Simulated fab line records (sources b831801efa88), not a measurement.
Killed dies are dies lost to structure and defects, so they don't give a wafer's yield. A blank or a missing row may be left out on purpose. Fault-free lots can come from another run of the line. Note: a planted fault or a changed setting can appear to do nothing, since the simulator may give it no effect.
fab line records | flow gf180mcu | part 2 of 2: steps 26 to 35 of 35
record lots=5 wafers=15 last-day=34
route steps=602 shown V2@399 M3@409 V3@429
lots untouched by any fault: they come from a run of this same line in which no faults occurred
start-h: hours from the record's opening day to when the first of the lot's shown wafers began | wait-h: hours from the lot's prior step to this one | " unchanged from the row above | L1.1+2: one row covering several wafers at once | - no value, or no start given | * or withheld: withheld | < > ~ a bound
route shown NAME@n: NAME is a module with steps in the file, n the number in the route of the first one | usual: mean and standard deviation over wafers with no fault | same: alike in all rows | chamber/n: place in a boat | sites: per-site readings | _std_site: their standard deviation | _edge_site: outer sites' mean less inner sites' | radius-mm: how far each site lies from the wafer's centre | mask NAME#n: copy n | behind: tool/chamber where the wafer was last shaped | hold: what put the lot on hold/how long, in hours/how the hold closed | device: whichever transistor did not switch (one of n, p or np) | end of line: the tests these same wafers got at the end of their route | a step with no rows: only its recipe | killed: the dies lost at the first sort to structure and to defects; this is not the yield of the wafer | map: the dies of a wafer, with x for killed, . for not killed, _ for no die there
set.NAME: the setting as run; set.NAME@STEP: as run at that earlier step | model.NAME: the simulator's own value behind a step, which no gauge read
lots at some steps of the route; a table a step, a row a wafer
services: from which hour (start-h, from the record's first day; less than 0 if before it) a tool's chamber was out of use, for how many hours, and why
## steps
# step GF_M3_OVL_MEAS_15
# usual M3_OVL=-6/4.2
# columns lot.wafer tool chamber start-h wait-h M3_OVL[nm]
L074.2 overlay-02 - 493.44 0.1 -3
L074.4 " - " " -3
L074.5 " - " " -4
L075.3 overlay-01 - 508.49 0.1 -10
L075.5 " - " " -9
L075.6 " - " " -9
L081.3 overlay-02 - 554.33 0.1 -7
L081.5 " - " " -5
L081.6 " - " " 4
L095.1 overlay-02 - 652.67 0.1 -5
L095.2 " - " " -9
L095.3 " - " " -6
L096.1 overlay-02 - 660.35 0.1 -4
L096.3 " - " " -3
L096.5 " - " " -4
# step GF_M3_METAL_ETCH_16
# recipe chemistry=Cl2/BCl3 mask-material=KrF target-depth-nm=750.8 stop-on=SiO2 pressure-mtorr=8 icp-w=800 bias-w=140 Cl2_flow_sccm=80 bcl3-flow-sccm=40 time-s=125.1
# usual drypump-motor-current-A=5.72/0.27 he-backside-leak-sccm=3.36/0.12 mfc-cl2-sccm=80.02/0.25 oes-product-au=0.989/0.0063 throttle-valve-pct=28.232/0.0093
# columns lot.wafer tool chamber start-h wait-h drypump-motor-current-A he-backside-leak-sccm mfc-cl2-sccm oes-product-au rf-hours-counter-h throttle-valve-pct
L074.2 rie-metal-03 0 493.47 0.0 5.48 3.22 79.76 0.996 11 28.237
L074.4 " 0 " " 5.48 3.31 79.81 0.995 - 28.241
L074.5 " 1 " " 5.79 3.58 80.37 0.998 - 28.218
L075.3 rie-metal-04 1 508.60 0.1 5.89 3.37 79.88 0.995 - 28.214
L075.5 " 1 " " 5.91 3.40 79.93 0.984 - 28.224
L075.6 " 1 " " 5.90 3.37 79.87 0.986 - 28.237
L081.3 rie-metal-02 0 554.40 0.1 5.97 3.39 80.18 0.986 - 28.233
L081.5 " 1 " " 6.01 3.62 80.17 0.989 - 28.225
L081.6 " 0 " " 5.96 3.34 79.88 0.983 - 28.238
L095.1 rie-metal-04 0 652.71 0.0 5.35 3.28 79.82 0.992 5 28.235
L095.2 " 1 " " 5.91 3.40 79.64 0.981 4 28.238
L095.3 " 0 " " 5.33 3.33 79.88 0.989 - 28.242
L096.1 rie-metal-03 0 660.39 0.0 5.52 3.30 80.18 0.987 0 28.227
L096.3 " 1 " " 5.80 3.45 80.12 0.996 - 28.237
L096.5 " 1 " " 5.80 3.42 79.62 0.997 - 28.219
# step GF_M3_STRIP_17
# recipe chemistry=O2/N2 power-w=1400 pressure-mtorr=1500 platen-temp-c=250 o2-flow-sccm=3000 n2-flow-sccm=300 overash-fraction=0.5
# usual drypump-motor-current-A=5.9/0.67 heater-power-w=351/33 oes-product-au=0.538/0.0047 strip-time-to-endpoint-s=7.40/0.044
# columns lot.wafer tool chamber start-h wait-h drypump-motor-current-A heater-power-w oes-product-au rf-hours-counter-h strip-time-to-endpoint-s
L074.2 plasma-asher-02 1 493.60 0.1 6.2 358 0.538 74 7.41
L074.4 " 1 " " 6.2 350 0.529 - 7.34
L074.5 " 0 " " 6.0 296 0.530 - 7.34
L075.3 plasma-asher-03 1 508.81 0.2 4.9 309 0.547 - 7.36
L075.5 " 0 " " 5.3 397 0.533 - 7.35
L075.6 " 1 " " 4.9 317 0.532 - 7.36
L081.3 plasma-asher-03 1 554.52 0.1 4.9 320 0.549 - 7.44
L081.5 " 0 " " 5.3 406 0.539 - 7.46
L081.6 " 1 " " 4.9 314 0.536 - 7.38
L095.1 plasma-asher-01 1 652.84 0.1 6.5 350 0.536 56 7.42
L095.2 " 0 " " 6.6 361 0.536 56 7.45
L095.3 " 1 " " 6.5 352 0.541 - 7.43
L096.1 plasma-asher-03 1 660.52 0.1 4.9 320 0.533 23 7.37
L096.3 " 0 " " 5.3 401 0.535 - 7.34
L096.5 " 1 " " 4.9 310 0.532 - 7.34
# step GF_M3_STRIP_18
# recipe chemistry=post-etch-residue-remover time-s=1200 temp-c=72.5
# columns lot.wafer tool chamber start-h wait-h
L074.2+4+5 wet-bench-04 0 493.70 0.1
L075.3+5+6 wet-bench-01 0 508.87 0.0
L081.3+5+6 wet-bench-02 3 554.59 0.0
L095.1+2+3 wet-bench-02 2 652.94 0.1
L096.1+3+5 wet-bench-04 3 660.62 0.1
# step GF_M3_CLEAN_19
# recipe chemistry=DIW dry=n2-spin
# columns lot.wafer tool chamber start-h wait-h
L074.2+4+5 wet-bench-02 1 494.04 0.0
L075.3+5+6 wet-bench-02 1 509.22 0.0
L081.3+5+6 wet-bench-04 3 554.99 0.0
L095.1+2+3 wet-bench-01 2 653.28 0.0
L096.1+3+5 wet-bench-01 2 660.96 0.0
# step GF_V3_CVD_00
# recipe material=SiO2 target-thk-nm=600 sigma-open-frac=0.3 temp-c=400 time-s=100 sih4-flow-sccm=59.2 pressure-mtorr=6
# columns lot.wafer tool chamber start-h wait-h
L074.2+4+5 hdpcvd-02 0,0,1 494.13 0.0
L075.3+5+6 hdpcvd-01 1,1,0 509.31 0.0
L081.3+5+6 hdpcvd-01 2,1,2 555.09 0.0
L095.1+2+3 hdpcvd-01 2,0,1 653.37 0.0
L096.1+3+5 hdpcvd-01 1,0,0 661.05 0.0
# step GF_V3_THK_MEAS_01
# recipe reads=SiO2_of_V3_CVD_00
# usual V3_CVD_00_THK=592/8.6
# columns lot.wafer tool chamber start-h wait-h V3_CVD_00_THK[nm]
L074.2 film-metro-01 - 494.21 0.0 588
L074.4 " - " " 585
L074.5 " - " " 589
L075.3 film-metro-03 - 509.40 0.1 594
L075.5 " - " " 597
L075.6 " - " " 599
L081.3 film-metro-01 - 555.18 0.1 606
L081.5 " - " " 607
L081.6 " - " " 613
L095.1 film-metro-01 - 653.44 0.0 595
L095.2 " - " " 597
L095.3 " - " " 591
L096.1 film-metro-03 - 661.12 0.0 598
L096.3 " - " " 599
L096.5 " - " " 599
# step GF_V3_CVD_02
# recipe material=SiO2 target-thk-nm=850 precursor=TEOS temp-c=400 time-s=94.851 rf-w=600
# usual heater-power-w=676/100
# columns lot.wafer tool chamber start-h wait-h heater-power-w
L074.2 pecvd-02 2 494.26 0.0 743
L074.4 " 2 " " 745
L074.5 " 1 " " 641
L075.3 pecvd-02 1 509.44 0.0 699
L075.5 " 2 " " 727
L075.6 " 0 " " 556
L081.3 pecvd-02 2 555.22 0.0 746
L081.5 " 2 " " 605
L081.6 " 0 " " 717
L095.1 pecvd-01 0 653.50 0.1 816
L095.2 " 1 " " 773
L095.3 " 2 " " 598
L096.1 pecvd-03 1 661.18 0.1 518
L096.3 " 2 " " 584
L096.5 " 1 " " 580
# step GF_V3_THK_MEAS_03
# recipe reads=SiO2_of_V3_CVD_02
# usual V3_CVD_02_THK=850/10
# columns lot.wafer tool chamber start-h wait-h V3_CVD_02_THK[nm]
L074.2 film-metro-03 - 494.34 0.0 843
L074.4 " - " " 847
L074.5 " - " " 855
L075.3 film-metro-02 - 509.53 0.1 839
L075.5 " - " " 858
L075.6 " - " " 849
L081.3 film-metro-02 - 555.31 0.1 846
L081.5 " - " " 848
L081.6 " - " " 858
L095.1 film-metro-01 - 653.57 0.0 858
L095.2 " - " " 854
L095.3 " - " " 854
L096.1 film-metro-03 - 661.25 0.0 840
L096.3 " - " " 833
L096.5 " - " " 854
# step GF_V3_CMP_04
# recipe material=SiO2 down-force-psi=4 platen-rpm=60 pad-velocity-m-s=0.94248
# usual motor-current-A=12.6/1.7 time-to-endpoint-s=82/5.7
# columns lot.wafer tool chamber start-h wait-h motor-current-A time-to-endpoint-s
L074.2 cmp-02 1 494.39 0.0 12.6 74
L074.4 " 0 " " 9.7 81
L074.5 " 1 " " 12.9 80
L075.3 cmp-01 3 509.62 0.1 14.4 82
L075.5 " 2 " " 11.9 82
L075.6 " 3 " " 13.3 86
L081.3 cmp-02 3 555.45 0.1 12.8 77
L081.6 " 1 " " 13.0 79
L081.5 " 2 " " 12.0 82
L095.1 cmp-01 0 653.63 0.1 12.6 88
L095.2 " 1 " " 16.3 90
L095.3 " 3 " " 14.4 87
L096.1 cmp-02 0 661.31 0.1 10.0 75
L096.3 " 1 " " 12.4 69
L096.5 " 1 " " 12.3 79
## services
# columns tool chamber start-h hours kind
krf-scanner-01 - 444.64 1.0 pm
wet-bench-04 - 451.66 1.9 pm
cmp-02 - 452.16 0.3 repair
cmp-02 - 489.51 3.9 repair
krf-scanner-01 - 499.61 1.3 pm
wet-bench-01 - 501.45 1.0 repair
cvd-w-01 1 513.32 2.1 repair
cvd-w-01 - 516.70 14.6 pm
pvd-sputter-01 - 516.80 0.6 repair
hdpcvd-01 0 532.33 12.6 repair
krf-scanner-01 - 545.17 2.6 repair
pecvd-02 - 547.92 2.4 repair
pecvd-02 - 550.31 2.8 pm
cmp-02 - 563.98 1.8 repair
krf-scanner-01 - 564.88 0.8 pm
cmp-02 - 572.06 4.0 pm
pecvd-02 - 591.12 14.0 pm
pecvd-02 2 600.35 10.6 repair
cvd-w-01 - 601.87 2.8 pm
plasma-asher-01 - 602.72 2.8 pm
cmp-02 - 604.94 4.8 pm
cvd-w-01 1 611.95 4.4 repair
krf-scanner-01 - 613.64 1.0 pm
pvd-sputter-03 - 656.86 3.2 repair
